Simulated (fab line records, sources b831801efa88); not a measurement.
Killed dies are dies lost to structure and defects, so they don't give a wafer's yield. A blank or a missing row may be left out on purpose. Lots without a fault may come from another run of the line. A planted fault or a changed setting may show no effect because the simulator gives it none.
Which tool did it? | flow gf180mcu | 10 lots, 30 wafers sampled, at 4 steps of a route of 602

WHAT THE GAUGES READ, wafer by wafer
GF_STI_THK_MEAS_04. Usual: STI_CVD_03_THK 207.1 nm, standard deviation 1.8.
lot  | measured    | on            | STI_CVD_03_THK (nm) | flag
L668 | day 2 00:20 | film_metro-02 | 208.1 209.5 208.1   |
L669 | day 2 04:41 | film_metro-03 | 208.5 207.6 210.3   |
L670 | day 2 10:33 | film_metro-01 | 209.5 209.7 207.3   |
L671 | day 2 15:07 | film_metro-01 | 206.2 206.9 205.0   |
L673 | day 3 02:59 | film_metro-01 | 173.0 173.2 172.2   | OFF
L674 | day 3 08:31 | film_metro-01 | 168.7 168.7 170.3   | OFF
L681 | day 4 16:59 | film_metro-02 | 210.1 209.9 210.7   |
L683 | day 5 03:09 | film_metro-01 | 205.2 205.2 204.9   |
L686 | day 5 17:34 | film_metro-03 | 207.2 205.7 207.6   |
L687 | day 5 22:35 | film_metro-02 | 206.0 205.1 205.5   |

GF_STI_THK_MEAS_30. Usual: STI_OXIDATION_02_THK 10.04 nm, standard deviation 0.18.
lot  | measured    | on            | STI_OXIDATION_02_THK (nm) | flag
L668 | day 2 17:25 | film_metro-02 | 10.05 10.18 10.13         |
L669 | day 2 22:44 | film_metro-02 | 10.12 10.03 9.92          |
L670 | day 3 06:52 | film_metro-02 | 10.01 9.84 10.09          |
L671 | day 3 13:59 | film_metro-01 | 9.76 9.70 9.87            |
L673 | day 3 21:27 | film_metro-02 | 10.01 10.01 10.15         |
L674 | day 4 01:29 | film_metro-02 | 9.90 9.91 9.90            |
L681 | day 5 11:56 | film_metro-01 | 9.93 9.81 9.82            |
L683 | day 5 21:53 | film_metro-01 | 10.20 10.15 10.06         |
L686 | day 6 13:20 | film_metro-02 | 10.24 10.14 10.15         |
L687 | day 6 18:31 | film_metro-03 | 10.26 10.20 10.32         |

WHICH TOOL RAN EACH LOT (tool, then ch and the chambers of the sampled wafers, then the start)
lot  | GF_STI_CVD_03              | GF_STI_ETCH_13
L668 | lpcvd-01 ch 0, day 1 22:20 | rie_diel-03 ch 0,2,3, day 2 12:31
L669 | lpcvd-01 ch 0, day 2 02:42 | rie_diel-03 ch 0,2,3, day 2 16:35
L670 | lpcvd-01 ch 1, day 2 07:34 | rie_diel-02 ch 1,2,3, day 2 23:08
L671 | lpcvd-02 ch 0, day 2 13:07 | rie_diel-02 ch 0,2, day 3 03:56
L673 | lpcvd-01 ch 0, day 3 00:00 | rie_diel-01 ch 0,1,2, day 3 15:57
L674 | lpcvd-01 ch 0, day 3 05:32 | rie_diel-03 ch 1,3, day 3 21:12
L681 | lpcvd-02 ch 0, day 4 14:58 | rie_diel-01 ch 0,2,3, day 5 07:05
L683 | lpcvd-02 ch 0, day 5 01:10 | rie_diel-01 ch 0,1,2, day 5 17:35
L686 | lpcvd-01 ch 0, day 5 15:34 | rie_diel-02 ch 1,2, day 6 08:32
L687 | lpcvd-02 ch 0, day 5 20:34 | rie_diel-02 ch 0,1,3, day 6 14:14
- GF_STI_CVD_03: deposits Si3N4 from DCS/NH3, target thk 207.16 nm, time 3551 s.
- GF_STI_ETCH_13: etches the open film in CHF3/O2, stops on Si, target depth 282.31 nm, time 112.9 s.

WHAT THE TOOLS THEMSELVES READ (means of the sampled wafers that have a number; where no wafer has one, the mark that the record gives instead)
GF_STI_CVD_03. Usual: spike_tc_bottom_C 790 C, standard deviation 3.7; zone_power_upper_pct 14.0 %, standard deviation 2.9.
lot  | tool     | spike_tc_bottom_C (C) | zone_power_upper_pct (%) | flag
L668 | lpcvd-01 | 794                   | 17.1                     |
L669 | lpcvd-01 | 792                   | 17.0                     |
L670 | lpcvd-01 | 789                   | 10.2                     |
L671 | lpcvd-02 | 784                   | 11.7                     |
L673 | lpcvd-01 | 793                   | 17.1                     |
L674 | lpcvd-01 | 793                   | 17.3                     |
L681 | lpcvd-02 | 785                   | 11.8                     |
L683 | lpcvd-02 | 783                   | 11.7                     |
L686 | lpcvd-01 | 793                   | 17.2                     |
L687 | lpcvd-02 | 784                   | 11.7                     |

GF_STI_ETCH_13. Usual: O2_flow_sccm 4.999 sccm, standard deviation 0.015; chamber_pressure_mTorr 40.00 mTorr, standard deviation 0.038; drypump_motor_current_A 5.5 A, standard deviation 0.4; oes_product_au 0.832 a.u., standard deviation 0.0058; throttle_valve_pct 8.810 %, standard deviation 0.009.
lot  | tool        | O2_flow_sccm (sccm) | chamber_pressure_mTorr (mTorr) | drypump_motor_current_A (A) | oes_product_au (a.u.) | throttle_valve_pct (%) | flag
L668 | rie_diel-03 | 4.991               | 39.95                          | 5.8                         | 0.838                 | 8.805                  |
L669 | rie_diel-03 | 5.004               | 39.99                          | 5.8                         | 0.834                 | 8.821                  |
L670 | rie_diel-02 | 5.012               | 40.02                          | 5.7                         | 0.834                 | 8.808                  |
L671 | rie_diel-02 | 4.996               | 39.99                          | 5.8                         | 0.830                 | 8.812                  |
L673 | rie_diel-01 | 5.007               | 39.96                          | 5.5                         | 0.759                 | 8.788                  | OFF
L674 | rie_diel-03 | 5.005               | 39.97                          | 5.6                         | 0.747                 | 8.780                  | OFF
L681 | rie_diel-01 | 5.001               | 39.98                          | 5.0                         | 0.840                 | 8.811                  |
L683 | rie_diel-01 | 5.006               | 40.00                          | 5.4                         | 0.828                 | 8.805                  |
L686 | rie_diel-02 | 4.999               | 40.00                          | 5.7                         | 0.833                 | 8.815                  |
L687 | rie_diel-02 | 5.010               | 39.99                          | 5.6                         | 0.827                 | 8.806                  |

THE ANSWER, worked out from the rows above alone
Rule: a lot is off if the mean of its wafers that have a number lies more than 3 standard deviations from the usual mean. A lot without any number at a reading at which 4 lots or more have one is off too. The other lots that the step has rows for count as sound. The gauges are gone through in route order, then the tools' own readings, and for those a lot's mean is taken as printed above. The first step at which some lot is off is used, and at that step the reading that is off furthest; a lot without a number counts as furthest.
Off: L673, L674, at GF_STI_THK_MEAS_04 (STI_CVD_03_THK).
A tool fits if, at a process step before that reading, it ran every lot that is off, and no sound lot after the first of them. The gauges at GF_STI_THK_MEAS_04 aren't tried: what is off there is off at GF_STI_ETCH_13 too, on other tools, and a gauge's error can't cause that. None of those tried fits.

WHAT THE SIMULATOR HAD PUT IN
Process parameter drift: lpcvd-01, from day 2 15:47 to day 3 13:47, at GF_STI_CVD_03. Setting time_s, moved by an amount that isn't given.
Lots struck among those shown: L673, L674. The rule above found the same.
